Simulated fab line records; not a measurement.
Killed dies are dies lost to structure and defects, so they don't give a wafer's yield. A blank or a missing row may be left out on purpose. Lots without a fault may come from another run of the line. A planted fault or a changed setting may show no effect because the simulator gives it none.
The tool behind it: which one? -- flow gf180mcu -- 12 lots with 36 wafers sampled at 5 steps, on a route of 602 steps

== WHAT EACH GAUGE READ, for each wafer ==
GF_M4_THK_MEAS_06: measures by xrf.
lot,measured,on,M4_ALCU_THK (nm)
L775,day 22 01:56,film-metro-04,455 457 452
L776,day 23 09:57,film-metro-04,457 458 450
L778,day 23 20:43,film-metro-01,465 465 467
L780,day 24 08:42,film-metro-01,456 461 464
L781,day 24 16:01,film-metro-02,457 448 460
L782,day 25 03:56,film-metro-01,466 468 458
L784,day 25 21:23,film-metro-02,453 463 450
L788,day 27 03:26,film-metro-04,462 459 463
L790,day 27 17:52,film-metro-02,454 446 448
L791,day 27 17:59,film-metro-04,451 460 450
L792,day 28 07:31,film-metro-04,462 458 465
L798,day 29 16:19,film-metro-01,464 461 468

GF_V4_THK_MEAS_01.
lot,measured,on,V4_CVD_00_THK (nm)
L775,day 23 01:49,film-metro-02,596 595 605
L776,day 24 08:53,film-metro-02,603 604 587
L778,day 24 19:25,film-metro-03,609 608 609
L780,day 25 07:08,film-metro-03,603 586 602
L781,day 25 14:40,film-metro-01,602 595 598
L782,day 26 02:20,film-metro-03,586 602 605
L784,day 26 18:34,film-metro-03,595 591 588
L788,day 27 23:46,film-metro-01,596 592 592
L790,day 28 13:32,film-metro-01,607 598 599
L791,day 28 14:08,film-metro-03,896 903 612
L792,day 29 03:11,film-metro-02,599 600 604
L798,day 30 11:49,film-metro-01,589 586 592

== WHAT TOOL EACH LOT RAN ON (gives the tool, then ch and the chambers of the sampled wafers, and finally the start) ==
lot,GF_V3_STRIP_18,GF_M4_SPUTTER_02,GF_V4_CVD_00
L775,"plasma-asher-02 ch 0,1, day 22 00:16","pvd-sputter-02, day 22 01:42","hdpcvd-02 ch 0,1,2, day 23 01:45"
L776,"plasma-asher-02 ch 0,1, day 23 08:16","pvd-sputter-03, day 23 09:44","hdpcvd-01 ch 0,1,2, day 24 08:49"
L778,"plasma-asher-04 ch 0,1, day 23 18:59","pvd-sputter-02, day 23 20:29","hdpcvd-02 ch 0,2, day 24 19:20"
L780,"plasma-asher-02 ch 0,1, day 24 07:08","pvd-sputter-03, day 24 08:29","hdpcvd-01 ch 1,2, day 25 07:04"
L781,"plasma-asher-04 ch 0,1, day 24 14:26","pvd-sputter-03, day 24 15:48","hdpcvd-02 ch 0,2, day 25 14:36"
L782,"plasma-asher-02 ch 0,1, day 25 02:22","pvd-sputter-03, day 25 03:43","hdpcvd-02 ch 0,1,2, day 26 02:14"
L784,"plasma-asher-03 ch 0,1, day 25 19:47","pvd-sputter-03, day 25 21:10","hdpcvd-02 ch 1,2, day 26 18:29"
L788,"plasma-asher-03 ch 0,1, day 27 01:49","pvd-sputter-02, day 27 03:14","hdpcvd-01 ch 0,1,2, day 27 23:42"
L790,"plasma-asher-03 ch 0,1, day 27 16:19","pvd-sputter-01, day 27 17:38","hdpcvd-01 ch 0,1,2, day 28 13:26"
L791,"plasma-asher-02 ch 0,1, day 27 16:22","pvd-sputter-02, day 27 17:46","hdpcvd-02 ch 0,1, day 28 14:04"
L792,"plasma-asher-02 ch 0,1, day 28 05:55","pvd-sputter-01, day 28 07:19","hdpcvd-01 ch 1,2, day 29 03:07"
L798,"plasma-asher-04 ch 0,1, day 29 14:43","pvd-sputter-02, day 29 16:05","hdpcvd-01 ch 1,2, day 30 11:42"
- GF_V3_STRIP_18: strips in O2/N2.
- GF_M4_SPUTTER_02: material AlCu, target thk 450 nm, time 23.9 s.
- GF_V4_CVD_00: deposits SiO2, target thk 600 nm, time 100 s.

== AS READ BY THE TOOLS THEMSELVES (means over the sampled wafers that have a number; for cases with no such wafer, the mark the record gives instead) ==
GF_V3_STRIP_18.
lot,tool,drypump-motor-current-A (A),heater-power-w (W),oes-product-au (a.u.)
L775,plasma-asher-02,5.7,325,0.587
L776,plasma-asher-02,6.2,314,0.589
L778,plasma-asher-04,5.5,307,0.593
L780,plasma-asher-02,6.2,317,0.589
L781,plasma-asher-04,5.3,322,0.592
L782,plasma-asher-02,5.7,327,0.593
L784,plasma-asher-03,6.2,360,0.590
L788,plasma-asher-03,6.5,364,0.592
L790,plasma-asher-03,6.5,358,0.593
L791,plasma-asher-02,6.1,311,0.590
L792,plasma-asher-02,6.2,313,0.598
L798,plasma-asher-04,5.3,320,0.594

GF_M4_SPUTTER_02.
lot,tool,cathode-dc-power-W (W),throttle-valve-pct (%)
L775,pvd-sputter-02,10599,30.8
L776,pvd-sputter-03,10600,30.2
L778,pvd-sputter-02,10599,30.6
L780,pvd-sputter-03,10600,30.2
L781,pvd-sputter-03,10598,30.1
L782,pvd-sputter-03,10600,29.3
L784,pvd-sputter-03,10600,29.2
L788,pvd-sputter-02,10602,29.6
L790,pvd-sputter-01,10601,30.1
L791,pvd-sputter-02,10600,30.1
L792,pvd-sputter-01,10600,30.3
L798,pvd-sputter-02,10598,30.7

GF_V4_CVD_00.
lot,tool,sih4-flow-sccm (sccm)
L775,hdpcvd-02,60.04
L776,hdpcvd-01,60.30
L778,hdpcvd-02,60.19
L780,hdpcvd-01,60.12
L781,hdpcvd-02,60.04
L782,hdpcvd-02,60.07
L784,hdpcvd-02,60.03
L788,hdpcvd-01,60.14
L790,hdpcvd-01,60.02
L791,hdpcvd-02,79.99
L792,hdpcvd-01,60.17
L798,hdpcvd-01,60.11

== THE ANSWER, worked out from the rows above alone ==
Rule: usual is defined by the lots themselves. The widest of any qualifying gaps counts: lots, ordered by their means at a reading, are off when they make up no more than a third of the lots, leave a main group of 4 or more, and stand apart from it by 3 or more times the standard deviation of that group's means. Not used: any main group whose means are identical at the precision the tables above print for the reading. A lot without any number at a reading at which 4 lots or more have one is off too. Any other lot the step has rows for is counted as sound. After the gauges, taken in route order, come the tools' own readings; for these a lot's mean is taken, as printed above. The first step at which some lot is off is used, and at that step the reading that is off furthest; a lot without a number counts as furthest.
Off: L791, at GF_V4_THK_MEAS_01 (V4_CVD_00_THK). For the main group the mean is 598 nm and the standard deviation 5.1.
If a tool, at a process step before that reading, ran all the lots that are off and no sound lot after the first of them, it fits. The gauges at GF_V4_THK_MEAS_01 aren't tried: what is off there is off at GF_V4_CVD_00 too, on other tools, and a gauge's error can't cause that. One fits: GF_V4_CVD_00 on hdpcvd-02. A fault onset in the window from L784 (day 26 18:29, its last sound lot) to L791 (day 28 14:04, its first lot off) fits.
On the lots that are off, the tool's own readings at GF_V4_CVD_00 differ by more than 5 times the standard deviation of the sound lots' means, which bears it out; sih4-flow-sccm reads 79.99 sccm there versus 60.11 sccm on the sound lots.

== WHAT THE SIMULATOR HAD PUT IN ==
hdpcvd-02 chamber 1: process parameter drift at GF_V4_CVD_00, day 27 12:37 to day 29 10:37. Setting sih4-flow-sccm shifted by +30 from 60. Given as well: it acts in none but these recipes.
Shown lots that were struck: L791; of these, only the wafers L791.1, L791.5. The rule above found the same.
